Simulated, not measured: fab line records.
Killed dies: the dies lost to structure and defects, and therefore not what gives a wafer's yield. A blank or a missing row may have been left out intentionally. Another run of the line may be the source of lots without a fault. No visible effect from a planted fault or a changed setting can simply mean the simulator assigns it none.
Which tool did it? + flow gf180mcu + 11 lots with 33 wafers sampled at 2 steps, on a route of 602 steps

## WHAT EACH GAUGE READ, for each wafer
GF_VT_IMPLANT_RS_MEAS_47: uses a four-point probe to measure.
| lot  | measured     | on            | NWELL_RS (ohm/sq)                   |
|------|--------------|---------------|-------------------------------------|
| L621 | day 7 11:40  | film-metro-02 | 487.4 487.9 487.7                   |
| L623 | day 8 04:04  | film-metro-03 | 486.3 487.1 488.6                   |
| L629 | day 9 17:49  | film-metro-04 | 488.3 486.9 488.0                   |
| L630 | day 10 04:40 | film-metro-03 | 489.0 485.9 486.5                   |
| L631 | day 10 10:35 | film-metro-02 | 488.8 487.6 487.4                   |
| L632 | day 10 16:59 | film-metro-02 | 466.2 468.4 466.2 465.9 468.2 466.6 |
| L634 | day 11 03:14 | film-metro-02 | 463.6 465.7 465.2 464.1 464.7 464.8 |
| L641 | day 13 02:38 | film-metro-02 | 489.6 489.3 487.7                   |
| L642 | day 13 13:28 | film-metro-02 | 487.4 488.0 487.8                   |
| L643 | day 13 17:25 | film-metro-03 | 490.9 489.4 489.1                   |
| L644 | day 14 00:44 | film-metro-04 | 488.9 488.6 487.7                   |

## TOOL THAT RAN EACH LOT (tool first, then ch and the chambers of the sampled wafers, then the start)
| lot  | GF_NWELL_IMPLANT_08            |
|------|--------------------------------|
| L621 | implanter-01 ch 0, day 3 06:25 |
| L623 | implanter-04 ch 0, day 3 18:02 |
| L629 | implanter-03 ch 0, day 5 01:23 |
| L630 | implanter-04 ch 0, day 5 09:08 |
| L631 | implanter-03 ch 0, day 5 14:26 |
| L632 | implanter-03 ch 0, day 5 20:41 |
| L634 | implanter-03 ch 0, day 6 05:49 |
| L641 | implanter-04 ch 0, day 7 20:44 |
| L642 | implanter-01 ch 0, day 8 04:11 |
| L643 | implanter-04 ch 0, day 8 08:11 |
| L644 | implanter-01 ch 0, day 8 14:35 |
- GF_NWELL_IMPLANT_08

## THE ANSWER, worked out from the rows above alone
Rule: usual is defined by the lots themselves. The widest of any qualifying gaps counts: lots, ordered by their means at a reading, are off when they make up no more than a third of the lots, leave a main group of 4 or more, and stand apart from it by 3 or more times the standard deviation of that group's means. If all means in a main group match to the digits the tables above print for the reading, that group is not used. A lot without any number at a reading at which 4 lots or more have one is off too. The other lots that the step has rows for count as sound.
Off: L632, L634, seen at GF_VT_IMPLANT_RS_MEAS_47 (NWELL_RS). For the main group the mean is 488.1 ohm/sq and the standard deviation 0.79.
A tool fits if, at a process step before that reading, it ran every lot that is off, and no sound lot after the first of them. Those tools and the gauges at GF_VT_IMPLANT_RS_MEAS_47 are tried in the same way. One fits: GF_NWELL_IMPLANT_08 on implanter-03. A fault onset in the window from L631 (day 5 14:26, its last sound lot) to L632 (day 5 20:41, its first lot off) fits.

## WHAT HAD BEEN PUT IN BY THE SIMULATOR
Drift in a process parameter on implanter-03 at GF_NWELL_IMPLANT_08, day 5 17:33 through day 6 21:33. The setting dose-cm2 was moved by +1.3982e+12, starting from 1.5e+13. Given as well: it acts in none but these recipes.
Struck lots among those shown: L632, L634. The rule given above showed the same thing.
